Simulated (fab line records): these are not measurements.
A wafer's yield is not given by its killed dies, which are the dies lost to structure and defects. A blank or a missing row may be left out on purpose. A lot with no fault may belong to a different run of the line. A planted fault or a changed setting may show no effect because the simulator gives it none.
fab line records	flow sky130
[record] lots = 6	wafers = 18	last-day = 50
route steps=708 shown FIELD_ISO@6 PAD_OPEN@708
lots that met no fault: taken from a fault-free run of the same line
start-h: hours from the record's first day to the start of the lot's first wafer shown	wait-h: how many hours have passed since the lot's step before this one	" the same as in the row above	L1.1+2: one row covering several wafers at once	- no value, or no start given	* or withheld: withheld	< > ~ a bound
route shown NAME@n: a module of which the file shows steps, and the number in the route of the first	usual: mean and standard deviation over wafers with no fault	same: alike in all rows	chamber/n: place in a boat	sites: each site's reading	_std_site: the values' standard deviation	_edge_site: mean of outer sites minus mean of inner sites	radius-mm: how far each site lies from the wafer's centre	mask NAME#n: copy n	behind: the last tool/chamber to shape the wafer	hold: the reason the lot was held/the length of the hold in hours/how it ended	device: the n, p or np transistor that did not switch	end of line: at the end of the route, the tests of the same wafers	step lacking rows: just its recipe	killed: dies lost to structure and defects at the first sort, not the wafer's yield	map: a wafer's dies, x killed, . not, _ none there
set.NAME: the setting as run; set.NAME@STEP: as run at that earlier step	model.NAME: the simulator's own value behind a step, which no gauge read
lots at selected steps of the route; one table per step, one row per wafer
services: a tool's chamber out of use, with start hour (start-h, from the record's first day; less than 0 if before it), hours out, and reason
[[steps]]
[step SKY_FIELD_ISO_DEHYDRATE_05]
[recipe] temp-c = 200	time-s = 60
[step SKY_FIELD_ISO_HMDS_06]
[recipe] prime-time-s = 60	prime-temp-c = 120
[step SKY_FIELD_ISO_COAT_07]
[recipe] resist = BARC	temp-c = withheld	time-s = withheld	spin-rpm = 3000	resist-thk-nm = 60
[step SKY_FIELD_ISO_COAT_08]
[recipe] resist = KrF-thick	spin-rpm = 3000	resist-thk-nm = 450
[step SKY_FIELD_ISO_SOFTBAKE_09]
[recipe] temp-c = 100	time-s = 90	resist = KrF-thick
[step SKY_FIELD_ISO_EXPOSE_10]
[recipe] mask-id = FOM	na = 0.68	source-shape = annular	sigma-inner = 0.4	sigma-outer = 0.8	target-cd-nm = 150	dose-mj = 28
[step SKY_FIELD_ISO_PEB_11]
[recipe] peb-temp-c = withheld	peb-time-s = withheld	resist = KrF-thick
[step SKY_FIELD_ISO_DEVELOP_12]
[recipe] develop-time-s = 60	resist = KrF-thick	dev-temp-c = 21
[step SKY_FIELD_ISO_CD_MEAS_13]
[recipe] target-cd-nm = 150
[usual] cd-nm = 149.8/1.3
lot.wafer	tool	chamber	start-h	wait-h	cd-nm
L994.2	cd-sem-02	-	67.09	-	150.7
L994.3	"	-	"	"	150.0
L994.5	"	-	"	"	151.4
L997.3	cd-sem-01	-	80.40	-	150.6
L997.4	"	-	"	"	147.8
L997.5	"	-	"	"	150.1
L999.3	cd-sem-02	-	93.22	-	152.0
L999.5	"	-	"	"	150.8
L999.6	"	-	"	"	151.6
L101.2	cd-sem-01	-	102.28	-	149.6
L101.4	"	-	"	"	149.2
L101.5	"	-	"	"	149.8
L103.3	cd-sem-01	-	111.86	-	147.4
L103.4	"	-	"	"	148.2
L103.6	"	-	"	"	148.3
L109.2	cd-sem-01	-	145.18	-	152.9
L109.4	"	-	"	"	151.0
L109.5	"	-	"	"	150.7
[step SKY_FIELD_ISO_ETCH_14]
[recipe] chemistry = N2/H2	target = BARC	ion-energy-ev = 200	source-w = 500	bias-w = 100	pressure-mtorr = 30	n2-flow-sccm = 100	h2-flow-sccm = 200	stop-on = SiO2	time-s = 45.9	target-depth-a = 600
[usual] drypump-motor-current-A = 5.7/0.47	oes-product-au = 0.855/0.0049	throttle-valve-pct = 13.225/0.0083
lot.wafer	tool	chamber	start-h	wait-h	drypump-motor-current-A	oes-product-au	rf-hours-counter-h	throttle-valve-pct
L994.2	rie-diel-03	0	67.19	0.1	6.2	0.853	17	13.229
L994.3	"	3	"	"	5.6	0.852	93	13.195
L994.5	"	1	"	"	5.0	0.851	-	13.229
L997.3	rie-diel-01	0	80.48	0.1	5.9	0.856	5	13.228
L997.4	"	1	"	"	5.2	0.855	3	13.233
L997.5	"	0	"	"	5.9	0.853	-	13.225
L999.3	rie-diel-03	1	93.30	0.1	4.9	0.849	66	13.225
L999.5	"	1	"	"	4.9	0.850	-	13.227
L999.6	"	3	"	"	5.6	0.856	-	13.234
L101.2	rie-diel-04	2	102.38	0.1	5.8	0.847	161	13.227
L101.4	"	0	"	"	5.1	0.854	73	13.238
L101.5	"	3	"	"	6.3	0.856	-	13.212
L103.3	rie-diel-04	3	111.94	0.1	6.3	0.849	56	13.232
L103.4	"	2	"	"	5.8	0.861	161	13.210
L103.6	"	0	"	"	5.1	0.854	-	13.217
L109.2	rie-diel-03	2	145.28	0.1	6.2	0.851	138	13.228
L109.4	"	1	"	"	4.9	0.860	67	13.234
L109.5	"	3	"	"	5.7	0.855	-	13.221
[step SKY_FIELD_ISO_ETCH_15]
[recipe] chemistry = CHF3/O2	target-depth-nm = 180	stop-on = Si	source-w = 600	bias-w = 200	pressure-mtorr = 40	chf3-flow-sccm = 50	O2_flow_sccm = 5	time-s = 72
[usual] drypump-motor-current-A = 5.6/0.47	oes-product-au = 0.945/0.0072	throttle-valve-pct = 8.843/0.0096
lot.wafer	tool	chamber	start-h	wait-h	drypump-motor-current-A	oes-product-au	rf-hours-counter-h	throttle-valve-pct
L994.2	rie-diel-03	0	67.24	0.0	6.2	0.946	17	8.843
L994.3	"	3	"	"	5.7	0.946	93	8.806
L994.5	"	1	"	"	4.9	0.951	-	8.830
L997.3	rie-diel-01	0	80.52	0.0	5.9	0.940	5	8.851
L997.4	"	1	"	"	5.2	0.943	3	8.843
L997.5	"	0	"	"	5.9	0.948	-	8.830
L999.3	rie-diel-03	1	93.34	0.0	4.9	0.943	66	8.840
L999.5	"	1	"	"	4.9	0.952	-	8.841
L999.6	"	3	"	"	5.6	0.950	-	8.862
L101.2	rie-diel-04	2	102.42	0.0	5.8	0.962	161	8.834
L101.4	"	0	"	"	5.1	0.957	73	8.843
L101.5	"	3	"	"	6.3	0.957	-	8.849
L103.3	rie-diel-04	3	111.99	0.0	6.2	0.947	56	8.846
L103.4	"	2	"	"	5.8	0.939	161	8.846
L103.6	"	0	"	"	5.1	0.936	-	8.843
L109.2	rie-diel-03	2	145.32	0.0	6.3	0.936	138	8.843
L109.4	"	1	"	"	4.9	0.934	67	8.848
L109.5	"	3	"	"	5.6	0.940	-	8.835
[step SKY_FIELD_ISO_STRIP_16]
[recipe] chemistry = O2/N2	power-w = 1400	pressure-mtorr = 1500	platen-temp-c = withheld	o2-flow-sccm = 3000	n2-flow-sccm = 300	overash-fraction = 0.5
[usual] drypump-motor-current-A = 5.6/0.4	oes-product-au = 0.378/0.0047	strip-time-to-endpoint-s = 3.54/0.036
lot.wafer	tool	chamber	start-h	wait-h	drypump-motor-current-A	oes-product-au	rf-hours-counter-h	strip-time-to-endpoint-s
L994.2	plasma-asher-03	1	67.29	0.0	5.4	0.370	24	3.54
L994.3	"	1	"	"	5.3	0.377	-	3.59
L994.5	"	0	"	"	5.5	0.374	-	3.49
L997.3	plasma-asher-03	1	80.61	0.1	5.3	0.384	-	3.58
L997.4	"	0	"	"	5.5	0.375	-	3.50
L997.5	"	0	"	"	5.5	0.376	-	3.56
L999.3	plasma-asher-03	0	93.43	0.1	5.5	0.379	-	3.50
L999.5	"	1	"	"	5.3	0.368	-	3.45
L999.6	"	0	"	"	5.5	0.374	-	3.55
L101.2	plasma-asher-02	0	102.48	0.0	6.3	0.372	38	3.55
L101.4	"	1	"	"	5.6	0.383	-	3.51
L101.5	"	0	"	"	6.4	0.378	-	3.55
L103.3	plasma-asher-02	0	112.08	0.1	6.3	0.376	-	3.53
L103.4	"	1	"	"	5.6	0.379	-	3.51
L103.6	"	0	"	"	6.3	0.375	-	3.51
L109.2	plasma-asher-03	0	145.38	0.0	5.5	0.375	34	3.57
L109.4	"	0	"	"	5.5	0.385	-	3.54
L109.5	"	0	"	"	5.5	0.374	-	3.61
[step SKY_FIELD_ISO_ETCH_17]
[recipe] target-depth-a = 3420	mask-material = Si3N4	chemistry = HBr/Cl2/O2	target = Si	taper-deg = 5	icp-w = 600	bias-w = 150	pressure-mtorr = 15	HBr_flow_sccm = 150	Cl2_flow_sccm = 40	O2_flow_sccm = 6	time-s = 97.7
[usual] drypump-motor-current-A = 5.9/0.34	oes-product-au = 1.000/0.013	throttle-valve-pct = 25.656/0.012
lot.wafer	tool	chamber	start-h	wait-h	drypump-motor-current-A	oes-product-au	rf-hours-counter-h	throttle-valve-pct	model.FIELD_ISO.feature-depth-nm	model.etch.depth-nm	model.Si3N4_of_FIELD_ISO_CVD_03.thk-nm
L994.2	rie-si-01	1	67.39	0.1	5.6	1.002	1	25.643	344.5	344.5	152.6
L994.3	"	0	"	"	5.8	1.001	2	25.661	339.4	339.4	150.5
L994.5	"	2	"	"	5.9	1.008	-	25.636	344	344	152.8
L997.3	rie-si-01	2	80.68	0.0	6.0	0.996	28	25.642	342.9	342.9	148.9
L997.4	"	3	"	"	5.4	1.013	2	25.647	346.1	346.1	148.7
L997.5	"	3	"	"	5.4	1.024	-	25.635	351.2	351.2	150.1
L999.3	rie-si-01	1	93.49	0.0	5.6	1.013	1	25.640	352.2	352.2	149.2
L999.5	"	2	"	"	6.0	1.005	-	25.651	341.3	341.3	151.1
L999.6	"	3	"	"	5.4	1.002	-	25.665	343	343	149.9
L101.2	rie-si-01	2	102.58	0.1	5.9	0.862	28	25.737	267.3	267.3	156.4
L101.4	"	1	"	"	5.6	1.012	1	25.636	351.3	351.3	152.8
L101.5	"	2	"	"	5.9	0.858	-	25.750	267.8	267.8	157.8
L103.3	rie-si-01	0	112.14	0.0	5.8	0.994	2	25.660	338.1	338.1	149.8
L103.4	"	2	"	"	5.9	0.852	28	25.747	265.9	265.9	152
L103.6	"	0	"	"	5.8	0.998	-	25.657	340.9	340.9	148.2
L109.2	rie-si-02	2	145.48	0.1	6.4	1.006	3	25.653	349.8	349.8	148.3
L109.4	"	1	"	"	6.2	0.979	99	25.662	331	331	149.1
L109.5	"	0	"	"	6.1	0.993	-	25.657	337.1	337.1	148.6
[step SKY_FIELD_ISO_WET_ETCH_18]
[recipe] chemistry = H3PO4	target-depth-nm = 25	temp-c = 160	target = Si3N4	time-s = 286
[step SKY_FIELD_ISO_CLEAN_19]
[recipe] chemistry = SC1/SC2	mix = 1:4:20	temp-c = 70	time-s = 150
[step SKY_FIELD_ISO_CLEAN_20]
[recipe] chemistry = dHF	time-s = 20	dilution = 100:1
[step SKY_FIELD_ISO_WET_ETCH_21]
[recipe] chemistry = dHF	dilution = 100:1	target-depth-nm = 20	dry = ipa-marangoni	target = SiO2	temp-c = 25	time-s = 400
[step SKY_FIELD_ISO_OXIDATION_22]
[recipe] temp-c = 950	ambient = O2	stabilise-s = 600	purge-s = 300	target-thk-a = 100	ox-time-s = 623
[step SKY_FIELD_ISO_THK_MEAS_23]
[recipe] reads = SiO2_of_FIELD_ISO_OXIDATION_22
[usual] FIELD_ISO_OXIDATION_01_THK = 10.07/0.19
lot.wafer	tool	chamber	start-h	wait-h	FIELD_ISO_OXIDATION_01_THK[nm]
L994.2	film-metro-02	-	68.94	0.0	10.26
L994.3	"	-	"	"	10.28
L994.5	"	-	"	"	10.58
L997.3	film-metro-01	-	83.61	0.0	10.31
L997.4	"	-	"	"	10.50
L997.5	"	-	"	"	10.49
L999.3	film-metro-03	-	95.52	0.0	10.04
L999.5	"	-	"	"	10.22
L999.6	"	-	"	"	9.96
L101.2	film-metro-02	-	105.19	0.0	9.65
L101.4	"	-	"	"	9.89
L101.5	"	-	"	"	9.89
L103.3	film-metro-01	-	114.87	0.0	9.96
L103.4	"	-	"	"	10.11
L103.6	"	-	"	"	10.00
L109.2	film-metro-01	-	149.83	0.0	10.08
L109.4	"	-	"	"	9.80
L109.5	"	-	"	"	10.05
[step SKY_FIELD_ISO_CVD_24]
[recipe] material = SiO2	target-thk-nm = 595	temp-c = 650	sigma-open-frac = 0.3	time-s = 99.2	sih4-flow-sccm = 60	pressure-mtorr = 6
[step SKY_FIELD_ISO_THK_MEAS_25]
[recipe] reads = SiO2_of_FIELD_ISO_CVD_24
[usual] FIELD_ISO_CVD_24_THK = 594/5.6
lot.wafer	tool	chamber	start-h	wait-h	FIELD_ISO_CVD_24_THK[nm]
L994.2	film-metro-01	-	69.07	0.0	584
L994.3	"	-	"	"	585
L994.5	"	-	"	"	596
L997.3	film-metro-03	-	83.74	0.1	601
L997.4	"	-	"	"	597
L997.5	"	-	"	"	602
L999.3	film-metro-01	-	95.65	0.1	598
L999.5	"	-	"	"	593
L999.6	"	-	"	"	592
L101.2	film-metro-03	-	105.32	0.0	595
L101.4	"	-	"	"	594
L101.5	"	-	"	"	588
L103.3	film-metro-01	-	115.01	0.1	598
L103.4	"	-	"	"	584
L103.6	"	-	"	"	593
L109.2	film-metro-03	-	149.96	0.0	582
L109.4	"	-	"	"	592
L109.5	"	-	"	"	594
[step SKY_FIELD_ISO_ANNEAL_26]
[recipe] temp-c = 1000	time-s = 1800	ambient = N2
[step SKY_FIELD_ISO_CMP_27]
[recipe] stop-on = Si3N4	t-overpolish-s = 16	down-force-psi = 4	platen-rpm = 60	target-thk-nm = 457.8	pad-velocity-m-s = 0.94248
[usual] motor-current-A = 12.1/1	overpolish-run-s = 16.000/0.0088	time-to-endpoint-s = 119/4.1
lot.wafer	tool	chamber	start-h	wait-h	motor-current-A	overpolish-run-s	time-to-endpoint-s
L994.2	cmp-02	3	70.62	0.0	11.0	15.988	119
L994.3	"	0	"	"	13.9	16.011	110
L994.5	"	0	"	"	15.0	15.984	115
L997.4	cmp-01	1	85.33	0.1	11.5	15.999	116
L997.3	"	3	"	"	11.8	16.003	110
L997.5	"	0	"	"	12.2	15.997	113
L999.3	cmp-02	3	97.24	0.1	10.7	15.996	123
L999.6	"	2	"	"	12.2	15.995	117
L999.5	"	3	"	"	11.1	15.994	116
L101.2	cmp-01	0	106.94	0.1	11.6	16.006	118
L101.4	"	2	"	"	13.2	15.995	121
L101.5	"	0	"	"	12.3	15.998	118
L103.3	cmp-02	1	117.65	0.1	11.9	15.983	126
L103.4	"	2	"	"	11.2	15.985	122
L103.6	"	1	"	"	11.8	15.999	124
L109.4	cmp-02	2	152.72	0.0	11.6	16.001	114
L109.2	"	3	"	"	10.9	16.004	116
L109.5	"	2	"	"	11.3	16.007	115
[step SKY_FIELD_ISO_WET_ETCH_28]
[recipe] chemistry = dHF	target-depth-nm = 23.7	target = SiO2	dilution = 10:1	temp-c = 25	time-s = 47
[usual] bath-heat-duty-pct = 6.2/0.89
lot.wafer	tool	chamber	start-h	wait-h	bath-heat-duty-pct	model.Si3N4_of_FIELD_ISO_CVD_03.thk-nm
L994.2	wet-bench-02	2	70.92	0.2	5.7	120.9
L994.3	"	2	"	"	5.5	118.8
L994.5	"	2	"	"	5.9	121
L997.3	wet-bench-03	3	85.58	0.1	6.6	117.6
L997.4	"	3	"	"	7.2	117.5
L997.5	"	3	"	"	6.8	118.9
L999.3	wet-bench-02	0	97.49	0.2	5.6	118
L999.5	"	0	"	"	4.6	119.9
L999.6	"	0	"	"	5.4	118.7
L101.2	wet-bench-02	2	107.19	0.2	6.7	124.8
L101.4	"	2	"	"	5.4	121.3
L101.5	"	2	"	"	6.1	126.1
L103.3	wet-bench-01	3	117.90	0.2	4.8	118
L103.4	"	3	"	"	4.9	120
L103.6	"	3	"	"	5.7	116.4
L109.2	wet-bench-02	1	153.02	0.2	6.2	117.7
L109.4	"	1	"	"	6.8	118.4
L109.5	"	1	"	"	5.5	117.9
[step SKY_FIELD_ISO_WET_ETCH_29]
[recipe] chemistry = H3PO4	target-depth-nm = 160	target = Si3N4	temp-c = 160	time-s = 1825
[step SKY_PAD_OPEN_PROBE_99]
[usual] killed_at_M0_to_M3 = 43/7.1	killed_at_M4_up = 3.1/1.7	killed-at-contacts = 23/5.1	killed-at-front-end = 14/4.4	killed-at-other = 0.3/0.47	killed-dies = 84/9.9	killed-open = 45/6.6	killed-short = 38/6.8
[same] gross-dies = 492	killed-at-back-side = 0
lot.wafer	tool	chamber	start-h	wait-h	killed_at_M0_to_M3	killed_at_M4_up	killed-at-contacts	killed-at-front-end	killed-at-other	killed-dies	killed-open	killed-short	model.etest.res_p_drift_20v.line-ohm-um	model.etest.res_p_drift_20v.rs-ohm-sq	model.etest.pfet_16v.r-on-ohm-um	model.etest.res-iso-pwell.rs-ohm-sq	model.etest.res-iso-pwell.line-ohm-um	model.etest.res-nwell.line-ohm-um	model.etest.res-nwell.rs-ohm-sq	model.etest.pfet_16v.drive-ua-um
L994.2	prober-01	-	1122.33	0.1	41	7	26	14	0	88	47	41	1.103e+04	9303	1.559e+04	2916	1113	1165	970.5	233.8
L994.3	prober-01	-	1122.38	0.2	54	3	32	16	0	105	53	52	1.059e+04	8916	1.549e+04	2766	1048	1131	937.7	234.8
L994.5	prober-01	-	1122.48	0.2	45	2	19	12	2	80	44	36	1.1e+04	9225	1.553e+04	2910	1090	1152	958.4	235.1
L997.3	prober-01	-	1138.53	0.2	47	4	21	14	0	86	53	33	1.212e+04	9963	1.494e+04	2852	1073	1135	954.3	245
L997.4	prober-01	-	1138.58	0.2	46	4	24	13	0	87	48	39	1.246e+04	1.043e+04	1.506e+04	2943	1121	1167	970.6	246
L997.5	prober-01	-	1138.63	0.2	49	1	24	8	0	82	47	35	1.315e+04	1.081e+04	1.534e+04	3084	1182	1180	994	243
L999.3	prober-01	-	1149.77	0.2	38	2	20	15	0	75	49	26	1.264e+04	1.042e+04	1.546e+04	3418	1306	1146	986.2	242.9
L999.5	prober-01	-	1149.87	0.2	56	3	22	15	1	97	49	48	1.158e+04	9786	1.514e+04	3139	1171	1142	955	247.6
L999.6	prober-01	-	1149.92	0.2	33	4	26	6	1	70	34	36	1.175e+04	9684	1.493e+04	3112	1165	1146	949.9	249.1
L101.2	prober-01	-	1158.90	0.1	50	0	23	19	0	92	53	39	8562	7102	1.311e+04	2158	818	970.8	807.6	264.5
L101.4	prober-01	-	1159.00	0.2	45	5	24	6	0	80	41	39	1.21e+04	1.013e+04	1.596e+04	3709	1408	1216	1033	237.1
L101.5	prober-01	-	1159.05	0.2	45	5	13	14	0	77	43	34	8470	7098	1.314e+04	2179	821.7	959.1	802.9	262.2
L103.3	prober-01	-	1168.01	0.2	53	3	29	8	0	93	50	43	1.244e+04	1.027e+04	1.498e+04	3140	1180	1110	934	253.5
L103.4	prober-01	-	1168.06	0.2	44	4	27	14	0	89	48	41	8886	7315	1.296e+04	2124	799.2	938.1	775	268.1
L103.6	prober-01	-	1168.16	0.2	40	4	29	15	1	89	48	41	1.251e+04	1.041e+04	1.496e+04	3190	1203	1118	941.8	252.7
L109.2	prober-01	-	1198.25	0.1	40	4	18	14	0	76	36	40	1.344e+04	1.116e+04	1.52e+04	3165	1201	1131	952.7	249.8
L109.4	prober-01	-	1198.35	0.2	48	5	43	16	0	112	60	52	1.163e+04	9758	1.436e+04	2778	1050	1066	898.7	257.6
L109.5	prober-01	-	1198.40	0.2	47	4	16	8	0	75	41	34	1.197e+04	1.002e+04	1.46e+04	2826	1078	1090	908.7	254.2
// killed by level:class
L994.2 VIA1:geometric-particle:open=9 LI_CONTACT:geometric-particle:open=7 VIA2:geometric-particle:open=7 CONTACT:geometric-particle:open=6 METAL4:geometric-particle:short=5 LI_CONTACT:geometric-particle:short=5 LOCAL_INTERCONNECT:geometric-particle:short=5 FIELD_ISO:geometric-particle:open=4
L994.3 CONTACT:geometric-particle:open=13 VIA1:geometric-particle:open=9 METAL1:geometric-particle:short=8 CONTACT:geometric-particle:short=7 VIA2:geometric-particle:short=6 VIA3:geometric-particle:open=6 POLY_GATE:geometric-particle:open=5 LI_CONTACT:geometric-particle:open=5
L994.5 VIA1:geometric-particle:open=10 CONTACT:geometric-particle:open=8 VIA3:geometric-particle:open=8 CONTACT:geometric-particle:short=6 VIA2:geometric-particle:open=6 VIA1:geometric-particle:short=5 METAL3:geometric-particle:short=3 METAL1:geometric-particle:open=3
L997.3 VIA2:geometric-particle:open=11 CONTACT:geometric-particle:open=10 VIA1:geometric-particle:open=10 VIA3:geometric-particle:open=6 METAL1:geometric-particle:short=6 POLY_GATE:geometric-particle:short=4 LI_CONTACT:geometric-particle:open=4 METAL2:geometric-particle:short=4
L997.4 VIA1:geometric-particle:open=10 CONTACT:geometric-particle:open=8 METAL1:geometric-particle:short=7 METAL2:geometric-particle:short=6 LI_CONTACT:geometric-particle:open=5 VIA2:geometric-particle:open=5 VIA3:geometric-particle:open=5 CONTACT:geometric-particle:short=4
L997.5 VIA1:geometric-particle:open=13 LI_CONTACT:geometric-particle:open=10 METAL1:geometric-particle:short=7 VIA3:geometric-particle:open=6 VIA2:geometric-particle:open=6 LI_CONTACT:geometric-particle:short=5 CONTACT:geometric-particle:open=5 VIA1:geometric-particle:short=4
L999.3 VIA1:geometric-particle:open=11 LI_CONTACT:geometric-particle:open=10 FIELD_ISO:geometric-particle:open=5 CONTACT:geometric-particle:open=5 METAL1:geometric-particle:short=4 METAL3:geometric-particle:short=4 VIA3:geometric-particle:open=4 POLY_GATE:geometric-particle:short=3
L999.5 VIA1:geometric-particle:open=11 METAL2:geometric-particle:short=11 CONTACT:geometric-particle:open=10 METAL3:geometric-particle:short=6 VIA2:geometric-particle:open=6 VIA1:geometric-particle:short=5 VIA3:geometric-particle:open=5 FIELD_ISO:geometric-particle:short=4
L999.6 CONTACT:geometric-particle:open=9 VIA1:geometric-particle:open=8 METAL2:geometric-particle:short=7 LI_CONTACT:geometric-particle:open=6 CONTACT:geometric-particle:short=4 METAL1:geometric-particle:short=4 METAL4:geometric-particle:short=4 LOCAL_INTERCONNECT:geometric-particle:short=3
L101.2 VIA1:geometric-particle:open=12 VIA1:geometric-particle:short=10 LI_CONTACT:geometric-particle:open=8 CONTACT:geometric-particle:open=8 VIA2:geometric-particle:short=6 VIA2:geometric-particle:open=6 POLY_GATE:geometric-particle:open=5 METAL2:geometric-particle:short=5
L101.4 VIA1:geometric-particle:open=10 VIA1:geometric-particle:short=9 LOCAL_INTERCONNECT:geometric-particle:short=8 VIA3:geometric-particle:open=7 LI_CONTACT:geometric-particle:open=6 METAL2:geometric-particle:short=6 CONTACT:geometric-particle:open=5 VIA2:geometric-particle:short=4
L101.5 VIA1:geometric-particle:open=11 METAL1:geometric-particle:short=10 CONTACT:geometric-particle:open=7 VIA3:geometric-particle:open=7 FIELD_ISO:geometric-particle:short=5 LI_CONTACT:geometric-particle:open=5 VIA2:geometric-particle:open=5 POLY_GATE:geometric-particle:open=4
L103.3 CONTACT:geometric-particle:open=13 VIA1:geometric-particle:open=13 VIA1:geometric-particle:short=7 LI_CONTACT:geometric-particle:open=6 VIA2:geometric-particle:open=6 METAL3:geometric-particle:short=5 VIA3:geometric-particle:open=5 LI_CONTACT:geometric-particle:short=4
L103.4 VIA1:geometric-particle:open=12 LI_CONTACT:geometric-particle:open=7 CONTACT:geometric-particle:short=7 CONTACT:geometric-particle:open=6 METAL1:geometric-particle:short=5 VIA3:geometric-particle:open=5 METAL3:geometric-particle:short=5 POLY_GATE:geometric-particle:open=4
L103.6 CONTACT:geometric-particle:open=12 VIA1:geometric-particle:open=8 CONTACT:geometric-particle:short=7 VIA3:geometric-particle:open=6 LI_CONTACT:geometric-particle:open=5 POLY_GATE:geometric-particle:open=5 METAL2:geometric-particle:short=5 VIA1:geometric-particle:short=5
L109.2 METAL1:geometric-particle:short=11 VIA1:geometric-particle:open=8 METAL2:geometric-particle:short=7 VIA2:geometric-particle:open=6 FIELD_ISO:geometric-particle:short=4 LI_CONTACT:geometric-particle:open=4 CONTACT:geometric-particle:open=4 METAL4:geometric-particle:short=4
L109.4 CONTACT:geometric-particle:open=17 VIA1:geometric-particle:open=13 LI_CONTACT:geometric-particle:open=10 CONTACT:geometric-particle:short=10 METAL1:geometric-particle:short=8 VIA3:geometric-particle:open=7 FIELD_ISO:geometric-particle:short=5 POLY_GATE:geometric-particle:short=5
L109.5 VIA1:geometric-particle:open=10 VIA3:geometric-particle:open=8 METAL1:geometric-particle:short=6 LI_CONTACT:geometric-particle:open=5 VIA3:geometric-particle:short=5 METAL2:geometric-particle:short=5 CONTACT:geometric-particle:open=4 CONTACT:geometric-particle:short=4
[[services]]
tool	chamber	start-h	hours	kind
rie-diel-03	2	47.77	70.9	repair
rie-diel-03	1	49.34	4.9	repair
cmp-01	-	64.00	4.0	pm
cmp-01	-	68.00	-	consumable-replace:conditioner
cmp-01	-	68.00	-	consumable-replace:pad
plasma-asher-02	-	71.87	6.2	repair
rie-diel-01	1	72.07	8.2	repair
plasma-asher-02	-	77.54	21.4	repair
rie-diel-01	-	78.16	1.2	repair
rie-diel-01	3	87.51	5.5	repair
cmp-01	-	89.87	17.0	pm
rie-diel-03	1	103.94	11.4	repair
cmp-02	-	108.21	0.3	repair
rie-si-02	-	117.84	0.9	repair
rie-diel-04	0	118.79	7.1	repair
cmp-02	-	119.47	1.0	repair
rie-diel-04	2	125.93	-	clean
rie-diel-04	2	125.93	25.3	scheduled-down
rie-diel-04	2	125.93	25.3	vent-cycle
rie-diel-03	-	128.52	2.8	pm
cmp-01	-	147.91	1.3	repair
wet-bench-03	-	150.59	4.4	pm
cmp-01	-	150.96	2.1	repair
[[key]]
[first-sign] step = SKY_FIELD_ISO_ETCH_17	reading = oes-product-au	direction = down	sigmas = 11	usual = 1.000	struck = 0.857
[effect] step = SKY_FIELD_ISO_ETCH_17	reading = throttle-valve-pct	direction = up	sigmas = 7.6	usual = 25.656	struck = 25.744
[model-effect] step = SKY_FIELD_ISO_ETCH_17	value = FIELD_ISO.feature-depth-nm	without = 342.5	struck = 267
[model-effect] step = SKY_FIELD_ISO_WET_ETCH_28	value = Si3N4_of_FIELD_ISO_CVD_03.thk-nm	without = 120.3	struck = 123.6
[model-effect] step = SKY_PAD_OPEN_PROBE_99	value = etest.res_p_drift_20v.line-ohm-um	without = 1.197e+04	struck = 8640
met-at SKY_FIELD_ISO_ETCH_17
struck-wafers L101.2,L101.5,L103.4
tester-left-out L101,L103
onset-between 93.49 102.58
[fault] kind = process-parameter-drift	tool = rie-si-01	chamber = 2	onset-h = 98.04	steps = SKY_FIELD_ISO_ETCH_17	channel = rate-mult	offset = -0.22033	shape = step	end-h = 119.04
// tester-left-out: of these lots the tester's yield and bins aren't shown, on N5 and GAA mostly nor the transistor test; their killed dies are dies lost to structure and defects alone, not to doping, threshold or leakage, so they don't give the yield
